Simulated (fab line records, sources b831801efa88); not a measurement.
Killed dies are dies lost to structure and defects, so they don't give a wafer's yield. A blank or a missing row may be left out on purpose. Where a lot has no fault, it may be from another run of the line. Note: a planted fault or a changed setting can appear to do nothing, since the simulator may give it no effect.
Tool commonality check | flow gf180mcu | 12 lots, 36 wafers sampled

WHY THIS WAS OPENED
GF_DUAL_GATE_THK_MEAS_03, reading DUAL_GATE_OXIDATION_00_THK: flagged on 2 of 12 lots. Wafers without a fault read 10.80 nm, standard deviation 0.19.
Rule: a lot is flagged when every wafer of it that has a number lies more than 4 standard deviations from that mean, or none has a number. As for the other lots, they are considered sound.

lot  | measured     | on            | DUAL_GATE_OXIDATION_00_THK (nm), wafer by wafer | flag
L265 | day 7 15:51  | film_metro-01 | 10.42 10.67 10.64                               |
L266 | day 7 20:34  | film_metro-02 | 10.62 10.74 10.53                               |
L267 | day 8 04:36  | film_metro-01 | 10.87 11.00 10.82                               |
L268 | day 8 11:40  | film_metro-01 | 10.91 11.01 10.85                               |
L269 | day 8 17:51  | film_metro-02 | 10.93 10.87 11.01                               |
L270 | day 9 00:58  | film_metro-02 | 10.96 10.94 10.78                               |
L272 | day 9 15:58  | film_metro-02 | 10.78 10.79 10.91                               |
L273 | day 10 00:32 | film_metro-01 | 9.64 9.61 9.51                                  | FLAGGED
L275 | day 10 19:36 | film_metro-01 | 9.34 9.22 9.09                                  | FLAGGED
L286 | day 13 09:44 | film_metro-01 | 11.10 11.09 10.87                               |
L287 | day 13 19:17 | film_metro-02 | 11.06 10.81 10.89                               |
L288 | day 14 02:47 | film_metro-04 | 10.41 10.61 10.62                               |
On average the flagged lots' numbers are 9.40 nm, which is -1.40 nm against the usual, or -7 standard deviations.

TOOL THAT RAN EACH LOT
The record holds 3 process steps before the reading, out of a route of 602 steps. Each cell gives the tool, then ch followed by the chambers the sampled wafers passed through, then the start.
lot  | flag    | GF_MVSD_STRIP_10                     | GF_VT_IMPLANT_RTA_45             | GF_DUAL_GATE_OXIDATION_02
L265 |         | plasma_asher-03 ch 0,1, day 4 10:19  | rtp_anneal-02 ch 0, day 7 13:37  | furnace-02 ch 0, day 7 14:24
L266 |         | plasma_asher-02 ch 0,1, day 4 15:55  | rtp_anneal-02 ch 0, day 7 18:21  | furnace-02 ch 0, day 7 19:07
L267 |         | plasma_asher-03 ch 0,1, day 4 21:07  | rtp_anneal-01 ch 0, day 8 01:44  | furnace-02 ch 0, day 8 03:09
L268 |         | plasma_asher-02 ch 0,1, day 5 03:01  | rtp_anneal-01 ch 0, day 8 09:25  | furnace-01 ch 0, day 8 10:13
L269 |         | plasma_asher-01 ch 0,1, day 5 08:25  | rtp_anneal-01 ch 0, day 8 15:38  | furnace-02 ch 0, day 8 16:24
L270 |         | plasma_asher-02 ch 0,1, day 5 15:55  | rtp_anneal-01 ch 0, day 8 22:38  | furnace-01 ch 0, day 8 23:31
L272 |         | plasma_asher-01 ch 0,1, day 6 04:52  | rtp_anneal-01 ch 0, day 9 13:31  | furnace-02 ch 0, day 9 14:31
L273 | FLAGGED | plasma_asher-01 ch 0,1, day 6 08:07  | rtp_anneal-01 ch 0, day 9 19:31  | furnace-02 ch 0, day 9 23:05
L275 | FLAGGED | plasma_asher-03 ch 0,1, day 6 22:05  | rtp_anneal-01 ch 0, day 10 10:39 | furnace-02 ch 0, day 10 18:08
L286 |         | plasma_asher-01 ch 0,1, day 9 12:06  | rtp_anneal-02 ch 0, day 13 04:23 | furnace-02 ch 0, day 13 08:16
L287 |         | plasma_asher-03 ch 0,1, day 9 18:25  | rtp_anneal-01 ch 0, day 13 12:33 | furnace-02 ch 0, day 13 17:49
L288 |         | plasma_asher-01 ch 0,1, day 10 00:43 | rtp_anneal-01 ch 0, day 13 19:26 | furnace-01 ch 0, day 14 01:19
These steps, and what they do:
- GF_MVSD_STRIP_10: strips in O2/N2.
- GF_VT_IMPLANT_RTA_45: time 30 s.
- GF_DUAL_GATE_OXIDATION_02: stabilise 600 s, purge 300 s, target thk 10.887 nm.
- GF_DUAL_GATE_THK_MEAS_03

FLAGGED AGAINST TOTAL, ONE TOOL AT A TIME (gauges that did the reading follow at the end)
step                      | tool            | lots run | flagged | share of the flagged lots | sound lots run after its first flagged lot
GF_MVSD_STRIP_10          | plasma_asher-01 | 5        | 1       | some                      | 2 (L286,L288)
GF_MVSD_STRIP_10          | plasma_asher-02 | 3        | 0       | none                      | -
GF_MVSD_STRIP_10          | plasma_asher-03 | 4        | 1       | some                      | 1 (L287)
GF_VT_IMPLANT_RTA_45      | rtp_anneal-01   | 9        | 2       | all                       | 2 (L287,L288)
GF_VT_IMPLANT_RTA_45      | rtp_anneal-02   | 3        | 0       | none                      | -
GF_DUAL_GATE_OXIDATION_02 | furnace-01      | 3        | 0       | none                      | -
GF_DUAL_GATE_OXIDATION_02 | furnace-02      | 9        | 2       | all                       | 2 (L286,L287)
GF_DUAL_GATE_THK_MEAS_03  | film_metro-01   | 6        | 2       | all                       | 1 (L286)
GF_DUAL_GATE_THK_MEAS_03  | film_metro-02   | 5        | 0       | none                      | -
GF_DUAL_GATE_THK_MEAS_03  | film_metro-04   | 1        | 0       | none                      | -

WHAT IS ALLOWED BY THE TABLE
rtp_anneal-01 at GF_VT_IMPLANT_RTA_45, furnace-02 at GF_DUAL_GATE_OXIDATION_02 and film_metro-01 at GF_DUAL_GATE_THK_MEAS_03: these 3 rows of the table ran every flagged lot.
- rtp_anneal-01 at GF_VT_IMPLANT_RTA_45 ran 9 lots, 2 of them flagged. After the first flagged lot (L287, L288), sound lots still ran on it; a lasting fault on the whole tool would not permit that.
- furnace-02 at GF_DUAL_GATE_OXIDATION_02 ran 9 lots, 2 of them flagged. After the first flagged lot (L286, L287), sound lots still ran on it; a lasting fault on the whole tool would not permit that.
- film_metro-01 at GF_DUAL_GATE_THK_MEAS_03 ran 6 lots, 2 of them flagged. After the first flagged lot (L286), sound lots still ran on it; a lasting fault on the whole tool would not permit that.
There is no row in the table that ran each flagged lot and no sound lot after the first.

WHAT THE SIMULATOR PUT IN
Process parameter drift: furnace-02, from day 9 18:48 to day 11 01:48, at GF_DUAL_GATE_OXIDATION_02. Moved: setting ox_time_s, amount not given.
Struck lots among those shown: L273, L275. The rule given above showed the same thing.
